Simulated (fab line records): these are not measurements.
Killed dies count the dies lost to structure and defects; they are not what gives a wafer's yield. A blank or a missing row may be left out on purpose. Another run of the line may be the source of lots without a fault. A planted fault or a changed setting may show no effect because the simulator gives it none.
Which tool did it? / flow gf180mcu / 13 lots, 38 wafers sampled, at 6 steps of a route of 602

## WHAT THE GAUGES SHOWED, per wafer
GF_POLY_GATE_CD_MEAS_10: the cd target is 280 nm.
lot=L801; measured=day 8 18:38; on=cd_sem-02; cd_nm (nm)=280.5 280.1 279.1
lot=L802; measured=day 9 20:15; on=cd_sem-02; cd_nm (nm)=279.3 280.4 279.1
lot=L803; measured=day 10 08:26; on=cd_sem-01; cd_nm (nm)=278.3 278.1 278.7
lot=L804; measured=day 10 09:10; on=cd_sem-02; cd_nm (nm)=279.9 279.1 279.9
lot=L805; measured=day 10 20:41; on=cd_sem-01; cd_nm (nm)=278.3 278.9 279.6
lot=L811; measured=day 12 13:37; on=cd_sem-02; cd_nm (nm)=279.4 279.0 280.2
lot=L812; measured=day 12 16:40; on=cd_sem-01; cd_nm (nm)=280.5 278.9
lot=L816; measured=day 14 00:02; on=cd_sem-01; cd_nm (nm)=279.7 278.4 279.1
lot=L817; measured=day 14 02:14; on=cd_sem-01; cd_nm (nm)=279.3 279.4 280.2
lot=L818; measured=day 14 07:41; on=cd_sem-02; cd_nm (nm)=281.7 279.7 281.3
lot=L820; measured=day 14 20:44; on=cd_sem-01; cd_nm (nm)=282.7 282.6 281.8
lot=L823; measured=day 15 18:04; on=cd_sem-01; cd_nm (nm)=280.4 279.8 279.8
lot=L824; measured=day 16 01:47; on=cd_sem-02; cd_nm (nm)=281.7 281.0 280.9

GF_HV_LDD_CD_MEAS_07: the cd target is 400 nm.
lot=L801; measured=day 9 14:05; on=cd_sem-02; cd_nm (nm)=398.2 398.1 400.0
lot=L802; measured=day 10 15:27; on=cd_sem-02; cd_nm (nm)=401.0 400.9 399.0
lot=L803; measured=day 11 04:23; on=cd_sem-02; cd_nm (nm)=399.4 399.3 398.1
lot=L804; measured=day 11 06:17; on=cd_sem-02; cd_nm (nm)=397.4 396.0 397.6
lot=L805; measured=day 11 18:14; on=cd_sem-01; cd_nm (nm)=400.8 403.0 402.8
lot=L811; measured=day 13 11:55; on=cd_sem-01; cd_nm (nm)=399.2 401.4 398.7
lot=L812; measured=day 13 21:24; on=cd_sem-01; cd_nm (nm)=403.0 405.9
lot=L816; measured=day 14 22:26; on=cd_sem-01; cd_nm (nm)=397.5 398.5 399.2
lot=L817; measured=day 15 00:38; on=cd_sem-01; cd_nm (nm)=400.1 399.8 397.7
lot=L818; measured=day 15 06:13; on=cd_sem-02; cd_nm (nm)=399.6 399.6 399.2
lot=L820; measured=day 15 20:35; on=cd_sem-02; cd_nm (nm)=394.2 394.3 393.0
lot=L823; measured=day 16 18:45; on=cd_sem-02; cd_nm (nm)=400.2 398.6 399.5
lot=L824; measured=day 17 01:52; on=cd_sem-02; cd_nm (nm)=401.5 403.0 404.3

GF_HV_LDD_CD_MEAS_31: the cd target is 400 nm.
lot=L801; measured=day 11 03:41; on=cd_sem-01; cd_nm (nm)=399.9 397.6 399.1
lot=L802; measured=day 12 03:59; on=cd_sem-01; cd_nm (nm)=401.6 402.6 401.4
lot=L803; measured=day 12 18:37; on=cd_sem-01; cd_nm (nm)=398.9 399.3 398.6
lot=L804; measured=day 12 20:29; on=cd_sem-01; cd_nm (nm)=401.9 402.1 399.5
lot=L805; measured=day 13 08:44; on=cd_sem-01; cd_nm (nm)=397.7 395.4 398.6
lot=L811; measured=day 15 05:40; on=cd_sem-01; cd_nm (nm)=408.3 401.9 409.3
lot=L812; measured=day 15 15:17; on=cd_sem-01; cd_nm (nm)=399.7 409.1
lot=L816; measured=day 16 19:10; on=cd_sem-02; cd_nm (nm)=399.6 400.1 400.1
lot=L817; measured=day 16 21:22; on=cd_sem-01; cd_nm (nm)=396.4 394.7 396.8
lot=L818; measured=day 17 03:47; on=cd_sem-02; cd_nm (nm)=404.9 405.5 404.4
lot=L820; measured=day 17 18:56; on=cd_sem-02; cd_nm (nm)=399.7 399.9 400.8
lot=L823; measured=day 18 18:57; on=cd_sem-01; cd_nm (nm)=398.1 397.2 398.6
lot=L824; measured=day 19 00:56; on=cd_sem-02; cd_nm (nm)=402.2 403.8 403.8

GF_HV_LDD_CD_MEAS_46: the cd target is 400 nm.
lot=L801; measured=day 11 22:59; on=cd_sem-01; cd_nm (nm)=398.8 400.2 397.5
lot=L802; measured=day 12 23:57; on=cd_sem-01; cd_nm (nm)=400.0 397.6 398.4
lot=L803; measured=day 13 14:47; on=cd_sem-01; cd_nm (nm)=398.9 400.0 399.2
lot=L804; measured=day 13 16:50; on=cd_sem-02; cd_nm (nm)=397.3 396.2 398.0
lot=L805; measured=day 14 05:47; on=cd_sem-02; cd_nm (nm)=404.3 402.8 400.3
lot=L811; measured=day 16 03:58; on=cd_sem-01; cd_nm (nm)=398.8 400.3 399.0
lot=L812; measured=day 16 14:15; on=cd_sem-01; cd_nm (nm)=395.7 397.0
lot=L816; measured=day 17 19:43; on=cd_sem-02; cd_nm (nm)=399.8 400.1 400.2
lot=L817; measured=day 17 21:44; on=cd_sem-02; cd_nm (nm)=401.8 400.5 403.2
lot=L818; measured=day 18 04:11; on=cd_sem-01; cd_nm (nm)=403.9 400.4 402.3
lot=L820; measured=day 18 20:20; on=cd_sem-01; cd_nm (nm)=403.0 404.8 401.3
lot=L823; measured=day 19 19:48; on=cd_sem-02; cd_nm (nm)=399.9 399.8 401.8
lot=L824; measured=day 20 02:23; on=cd_sem-01; cd_nm (nm)=399.5 400.1 399.1

## EACH LOT AND THE TOOL THAT RAN IT (in order: tool; ch and the chambers of the sampled wafers; start)
lot=L801; GF_HV_LDD_COAT_26=litho_track-04 ch 0, day 10 18:08; GF_HV_LDD_STRIP_37=plasma_asher-03 ch 0,1, day 11 04:26
lot=L802; GF_HV_LDD_COAT_26=litho_track-04 ch 0, day 11 18:34; GF_HV_LDD_STRIP_37=plasma_asher-03 ch 0,1, day 12 04:44
lot=L803; GF_HV_LDD_COAT_26=litho_track-03 ch 0, day 12 08:32; GF_HV_LDD_STRIP_37=plasma_asher-03 ch 0,1, day 12 19:23
lot=L804; GF_HV_LDD_COAT_26=litho_track-03 ch 0, day 12 10:38; GF_HV_LDD_STRIP_37=plasma_asher-03 ch 0,1, day 12 21:14
lot=L805; GF_HV_LDD_COAT_26=litho_track-03 ch 0, day 12 22:59; GF_HV_LDD_STRIP_37=plasma_asher-04 ch 0,1, day 13 09:29
lot=L811; GF_HV_LDD_COAT_26=litho_track-03 ch 0, day 14 18:59; GF_HV_LDD_STRIP_37=plasma_asher-01 ch 0,1, day 15 06:25
lot=L812; GF_HV_LDD_COAT_26=litho_track-03 ch 0, day 15 04:06; GF_HV_LDD_STRIP_37=plasma_asher-04 ch 0,1, day 15 16:02
lot=L816; GF_HV_LDD_COAT_26=litho_track-04 ch 0, day 16 08:02; GF_HV_LDD_STRIP_37=plasma_asher-01 ch 0,1, day 16 19:56
lot=L817; GF_HV_LDD_COAT_26=litho_track-02 ch 0, day 16 09:49; GF_HV_LDD_STRIP_37=plasma_asher-01 ch 0,1, day 16 22:08
lot=L818; GF_HV_LDD_COAT_26=litho_track-02 ch 0, day 16 16:04; GF_HV_LDD_STRIP_37=plasma_asher-04 ch 0,1, day 17 04:32
lot=L820; GF_HV_LDD_COAT_26=litho_track-02 ch 0, day 17 06:43; GF_HV_LDD_STRIP_37=plasma_asher-04 ch 0,1, day 17 19:41
lot=L823; GF_HV_LDD_COAT_26=litho_track-03 ch 0, day 18 06:39; GF_HV_LDD_STRIP_37=plasma_asher-01 ch 0,1, day 18 19:41
lot=L824; GF_HV_LDD_COAT_26=litho_track-03 ch 0, day 18 12:53; GF_HV_LDD_STRIP_37=plasma_asher-01 ch 1, day 19 01:41
- GF_HV_LDD_COAT_26: resist thk 1000 nm.
- GF_HV_LDD_STRIP_37: strips in O2/N2.

## WHAT THE TOOLS THEMSELVES READ (means of the sampled wafers that have a number; where no wafer has one, the mark that the record gives instead)
GF_HV_LDD_COAT_26.
lot=L801; tool=litho_track-04; resist_line_temp_C (C)=22.95
lot=L802; tool=litho_track-04; resist_line_temp_C (C)=22.94
lot=L803; tool=litho_track-03; resist_line_temp_C (C)=23.01
lot=L804; tool=litho_track-03; resist_line_temp_C (C)=23.00
lot=L805; tool=litho_track-03; resist_line_temp_C (C)=23.01
lot=L811; tool=litho_track-03; resist_line_temp_C (C)=22.96
lot=L812; tool=litho_track-03; resist_line_temp_C (C)=23.05
lot=L816; tool=litho_track-04; resist_line_temp_C (C)=23.10
lot=L817; tool=litho_track-02; resist_line_temp_C (C)=23.13
lot=L818; tool=litho_track-02; resist_line_temp_C (C)=23.16
lot=L820; tool=litho_track-02; resist_line_temp_C (C)=23.05
lot=L823; tool=litho_track-03; resist_line_temp_C (C)=22.91
lot=L824; tool=litho_track-03; resist_line_temp_C (C)=22.98

GF_HV_LDD_STRIP_37.
lot=L801; tool=plasma_asher-03; drypump_motor_current_A (A)=6.6; heater_power_w (W)=327; oes_product_au (a.u.)=0.716; strip_time_to_endpoint_s (s)=12.63
lot=L802; tool=plasma_asher-03; drypump_motor_current_A (A)=6.6; heater_power_w (W)=334; oes_product_au (a.u.)=0.715; strip_time_to_endpoint_s (s)=12.58
lot=L803; tool=plasma_asher-03; drypump_motor_current_A (A)=6.6; heater_power_w (W)=335; oes_product_au (a.u.)=0.714; strip_time_to_endpoint_s (s)=12.59
lot=L804; tool=plasma_asher-03; drypump_motor_current_A (A)=6.6; heater_power_w (W)=330; oes_product_au (a.u.)=0.714; strip_time_to_endpoint_s (s)=12.70
lot=L805; tool=plasma_asher-04; drypump_motor_current_A (A)=5.7; heater_power_w (W)=351; oes_product_au (a.u.)=0.711; strip_time_to_endpoint_s (s)=12.60
lot=L811; tool=plasma_asher-01; drypump_motor_current_A (A)=6.2; heater_power_w (W)=338; oes_product_au (a.u.)=0.711; strip_time_to_endpoint_s (s)=11.92
lot=L812; tool=plasma_asher-04; drypump_motor_current_A (A)=5.9; heater_power_w (W)=365; oes_product_au (a.u.)=0.713; strip_time_to_endpoint_s (s)=12.05
lot=L816; tool=plasma_asher-01; drypump_motor_current_A (A)=6.3; heater_power_w (W)=340; oes_product_au (a.u.)=0.717; strip_time_to_endpoint_s (s)=12.64
lot=L817; tool=plasma_asher-01; drypump_motor_current_A (A)=6.3; heater_power_w (W)=331; oes_product_au (a.u.)=0.723; strip_time_to_endpoint_s (s)=12.65
lot=L818; tool=plasma_asher-04; drypump_motor_current_A (A)=6.1; heater_power_w (W)=377; oes_product_au (a.u.)=0.712; strip_time_to_endpoint_s (s)=12.61
lot=L820; tool=plasma_asher-04; drypump_motor_current_A (A)=5.7; heater_power_w (W)=356; oes_product_au (a.u.)=0.711; strip_time_to_endpoint_s (s)=12.59
lot=L823; tool=plasma_asher-01; drypump_motor_current_A (A)=6.2; heater_power_w (W)=338; oes_product_au (a.u.)=0.719; strip_time_to_endpoint_s (s)=12.60
lot=L824; tool=plasma_asher-01; drypump_motor_current_A (A)=6.2; heater_power_w (W)=321; oes_product_au (a.u.)=0.716; strip_time_to_endpoint_s (s)=12.64

## THE ANSWER, worked out from the rows above alone
Rule: usual is defined by the lots themselves. The widest of any qualifying gaps counts: lots, ordered by their means at a reading, are off when they make up no more than a third of the lots, leave a main group of 4 or more, and stand apart from it by 3 or more times the standard deviation of that group's means. If all means in a main group match to the digits the tables above print for the reading, that group is not used. Also off: a lot with no number at a reading for which 4 or more lots have one. All remaining lots with rows at the step are treated as sound. First the gauges in route order, then the tools' own readings, where a lot's mean is used as printed above. The first step at which some lot is off is used, and at that step the reading that is off furthest; a lot without a number counts as furthest.
Off at GF_HV_LDD_STRIP_37 (strip_time_to_endpoint_s): L811, L812. For the main group the mean is 12.62 s and the standard deviation 0.034.
A tool fits if, at that step or a process step before it, it ran every lot that is off, and no sound lot after the first of them. Of those tried, none fits.

## WHAT WAS PUT IN BY THE SIMULATOR
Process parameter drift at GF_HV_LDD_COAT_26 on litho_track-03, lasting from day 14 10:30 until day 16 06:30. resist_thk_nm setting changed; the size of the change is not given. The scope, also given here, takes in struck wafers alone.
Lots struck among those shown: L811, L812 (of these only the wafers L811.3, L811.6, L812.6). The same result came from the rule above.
